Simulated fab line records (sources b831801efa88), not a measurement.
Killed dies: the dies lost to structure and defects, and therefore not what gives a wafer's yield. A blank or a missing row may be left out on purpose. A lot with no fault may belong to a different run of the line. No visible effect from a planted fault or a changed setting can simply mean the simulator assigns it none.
Commonality check across tools    flow gf180mcu    36 wafers sampled across 12 lots

== WHY IT WAS OPENED ==
At GF_PSD_RS_MEAS_14 the reading NSD_RS is flagged on 2 of 12 lots. Fault-free wafers read 46.10 ohm/sq, with a standard deviation of 0.083.
Rule: flag the lot when none of its wafers has a number, or when each of its wafers that has one lies beyond 4 standard deviations from that mean. The other lots count as sound.

lot   measured      on             NSD_RS (ohm/sq), wafer by wafer  flag
L310  day 14 01:01  film metro-03  46.09 46.20 46.03                
L311  day 14 07:14  film metro-01  46.17 46.09 46.14                
L312  day 14 19:05  film metro-03  46.04 46.09 46.02                
L313  day 14 23:32  film metro-03  46.14 46.11 46.07                
L314  day 15 09:01  film metro-03  46.19 45.90 46.17                
L315  day 15 17:41  film metro-01  46.03 46.12 46.17                
L316  day 16 10:02  film metro-03  46.21 46.21 46.14                
L322  day 18 15:20  film metro-03  42.61 42.60 42.68                FLAGGED
L324  day 19 15:52  film metro-01  42.57 42.66 42.69                FLAGGED
L328  day 20 21:10  film metro-02  46.08 45.91 46.06                
L329  day 21 05:18  film metro-02  46.14 46.06 46.19                
L333  day 22 03:20  film metro-01  46.10 46.03 46.10                
The mean of the flagged lots' numbers is 42.63 ohm/sq, -3.47 ohm/sq from the usual (-42 standard deviations).

== WHICH TOOL RAN EACH LOT ==
The record holds 1 process step before the reading, out of a route of 602 steps. Each cell gives the tool, then ch followed by the chambers the sampled wafers passed through, then the start.
lot   flag     GF_PSD_RTA_13
L310           rtp anneal-02 ch 0, day 14 00:56
L311           rtp anneal-02 ch 0, day 14 07:08
L312           rtp anneal-02 ch 0, day 14 19:00
L313           rtp anneal-01 ch 0, day 14 23:28
L314           rtp anneal-02 ch 0, day 15 08:55
L315           rtp anneal-02 ch 0, day 15 17:36
L316           rtp anneal-01 ch 0, day 16 09:56
L322  FLAGGED  rtp anneal-01 ch 0, day 18 15:15
L324  FLAGGED  rtp anneal-01 ch 0, day 19 15:46
L328           rtp anneal-02 ch 0, day 20 21:05
L329           rtp anneal-02 ch 0, day 21 05:12
L333           rtp anneal-02 ch 0, day 22 03:14
What is done by these steps:
- GF_PSD_RTA_13: time 20 s.
- GF_PSD_RS_MEAS_14: measures by four-point-probe.

== FLAGGED OVER TOTAL, TOOL BY TOOL (the gauges that took the reading come last) ==
step               tool           lots run  flagged  share of the flagged lots  sound lots run after its first flagged lot
GF_PSD_RTA_13      rtp anneal-01  4         2        all                        0
GF_PSD_RTA_13      rtp anneal-02  8         0        none                       -
GF_PSD_RS_MEAS_14  film metro-01  4         1        some                       1 (L333)
GF_PSD_RS_MEAS_14  film metro-02  2         0        none                       -
GF_PSD_RS_MEAS_14  film metro-03  6         1        some                       0

== WHAT IS ALLOWED BY THE TABLE ==
1 row of the table ran every flagged lot: rtp anneal-01 at GF_PSD_RTA_13.
- rtp anneal-01 at GF_PSD_RTA_13 ran 4 lots, 2 of them flagged. It ran its last sound lot, L316, at day 16 09:56 and its first flagged lot, L322, at day 18 15:15: a fault with its onset between the two fits.
rtp anneal-01 at GF_PSD_RTA_13 is the single tool remaining.

== WHAT THE SIMULATOR HAD INSERTED ==
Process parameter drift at GF_PSD_RTA_13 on rtp anneal-01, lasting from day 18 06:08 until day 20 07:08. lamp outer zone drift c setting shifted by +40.
Shown lots that were struck: L322, L324. The same result came from the rule above.
